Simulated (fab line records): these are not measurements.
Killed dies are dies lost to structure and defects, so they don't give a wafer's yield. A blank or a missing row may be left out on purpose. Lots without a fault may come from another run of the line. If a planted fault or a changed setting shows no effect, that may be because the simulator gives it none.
Matching of chambers	flow sky130	rie_diel-01 running SKY_PASSIVATION_ETCH_11: 4 sister chambers
The step etches the open film in CF4/O2, stops on AlCu, target depth 725 nm, time 161.1 s. 8 wafers are shown with their chamber, then 7 later ones without.

WAFERS WITH THEIR CHAMBER
wafer	chamber	drypump_motor_current_A (A)	throttle_valve_pct (%)
L644.4	3	5.7	5.973
L644.6	1	6.8	5.955
L648.1	1	6.8	5.962
L648.5	2	6.4	5.952
L650.5	0	5.4	5.957
L650.6	3	5.7	5.967
L652.1	2	6.4	5.959
L652.2	0	5.3	5.973

WAFERS MISSING THEIR CHAMBER
wafer	drypump_motor_current_A (A)	throttle_valve_pct (%)
L652.3	5.7	5.962
L655.2	5.7	5.961
L655.3	5.4	5.960
L655.5	6.7	5.961
L657.1	6.4	5.976
L657.2	6.8	5.962
L657.3	5.4	5.976

WHICH CHAMBER EACH WENT THROUGH
wafer	from the rows above	in truth
L652.3	3	3
L655.2	3	3
L655.3	0	0
L655.5	1	1
L657.1	2	2
L657.2	1	1
L657.3	0	0
Correctly placed: 7 of 7. Number that these rows cannot place: 0. 0 placed wrongly.
How it was worked out, from the rows above alone: a wafer's distance from a chamber is the root of the sum, over the readings, of the square of ((its reading less the chamber's mean) divided by the reading's scatter). If the next closest chamber is less than 2 further off than the closest, the wafer can't be placed; otherwise it belongs to the closest. For every chamber, the mean is computed from those of its wafers that are shown. The scatter: the root of (the sum of the squares of (reading less its chamber's mean) over the shown wafers, divided by (wafers less chambers)).
